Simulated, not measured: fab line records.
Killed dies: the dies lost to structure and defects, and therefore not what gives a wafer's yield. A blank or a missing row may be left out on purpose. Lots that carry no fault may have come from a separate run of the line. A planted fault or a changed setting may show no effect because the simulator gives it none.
Matching of chambers -- flow gf180mcu -- GF_POLY_GATE_ETCH_13 on rie_si-01: 4 sister chambers
The step etches poly-Si in HBr/Cl2, stops on SiO2, target depth 198.5 nm, time 69.6 s. 33 wafers are shown with their chamber, then 12 later ones without.

== WAFERS PAIRED WITH THEIR CHAMBERS ==
wafer,chamber,drypump_motor_current_A (A),oes_product_au (a.u.),bias_w (W)
L075.1,2,5.3,0.963,100.4
L075.2,1,5.3,1.004,100.4
L075.3,0,4.8,0.999,100.1
L076.1,1,5.3,0.998,100.6
L076.2,0,4.9,1.000,99.7
L076.5,3,5.2,0.987,99.6
L080.1,3,5.2,0.983,99.9
L080.2,2,5.2,0.976,99.8
L080.5,0,4.9,0.995,99.8
L081.2,2,5.2,0.974,100.4
L081.3,1,5.3,0.994,99.9
L081.6,0,4.8,0.989,99.9
L082.1,3,5.2,0.987,100.1
L082.2,1,5.3,0.993,100.2
L082.4,2,5.2,0.980,99.5
L083.2,0,4.9,0.998,99.9
L083.5,1,5.4,1.002,100.2
L083.6,2,5.2,0.976,100.4
L084.1,1,5.3,1.000,99.7
L084.4,3,5.2,0.996,99.6
L084.5,0,4.9,0.985,100.2
L085.3,1,5.3,1.003,100.2
L085.4,2,5.2,0.983,99.9
L085.6,3,5.2,1.000,100.1
L087.2,3,5.2,0.989,99.8
L087.3,1,5.3,0.991,100.3
L087.4,2,5.2,0.980,99.8
L089.1,3,5.1,0.995,99.9
L089.2,0,4.9,0.994,99.0
L089.4,2,5.2,0.976,99.7
L090.2,0,4.8,0.994,100.2
L090.5,0,4.9,0.982,100.3
L090.6,1,5.3,0.993,100.6

SIGNATURES (averages over the wafers above)
reading,chamber 0,chamber 1,chamber 2,chamber 3,scatter within a chamber
drypump_motor_current_A,4.867,5.311,5.213,5.186,0.0399
oes_product_au,0.99289,0.99756,0.97600,0.99100,0.00583
bias_w,99.900,100.233,99.987,99.857,0.327
Rule: a wafer's distance from a chamber is the root of the sum, over the readings, of the square of ((its reading less the chamber's mean) divided by the reading's scatter). If the next closest chamber is less than 2 further off than the closest, the wafer can't be placed; otherwise it belongs to the closest. The scatter: take each reading less its chamber's mean, square it, sum over the shown wafers, divide by the number of wafers less the number of chambers, and take the root.

== WAFERS WITHOUT THEIR CHAMBER ==
wafer,drypump_motor_current_A (A),oes_product_au (a.u.),bias_w (W)
L091.1,4.8,0.992,99.8
L091.2,5.3,0.983,99.7
L091.6,5.2,0.983,100.0
L092.4,4.8,0.976,100.0
L092.5,4.8,0.984,99.7
L092.6,5.1,0.990,99.9
L095.2,5.3,0.996,100.1
L095.5,5.3,0.988,99.4
L095.6,4.9,0.997,100.4
L097.3,5.3,0.992,100.1
L097.4,4.9,0.982,100.2
L097.6,5.3,0.984,100.1

== WHICH CHAMBER EACH WENT THROUGH ==
wafer,from the rows above,in truth
L091.1,0,0
L091.2,can't be placed: 2 or 1 or 3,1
L091.6,can't be placed: 2 or 3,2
L092.4,0,0
L092.5,0,0
L092.6,can't be placed: 3 or 2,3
L095.2,1,1
L095.5,can't be placed: 1 or 3 or 2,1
L095.6,0,0
L097.3,can't be placed: 1 or 3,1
L097.4,0,0
L097.6,can't be placed: 1 or 2 or 3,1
6 of 12 placed correctly. Cannot be placed on the basis of these rows: 6; the candidates contain the true chamber in 6. Placed wrongly: 0.
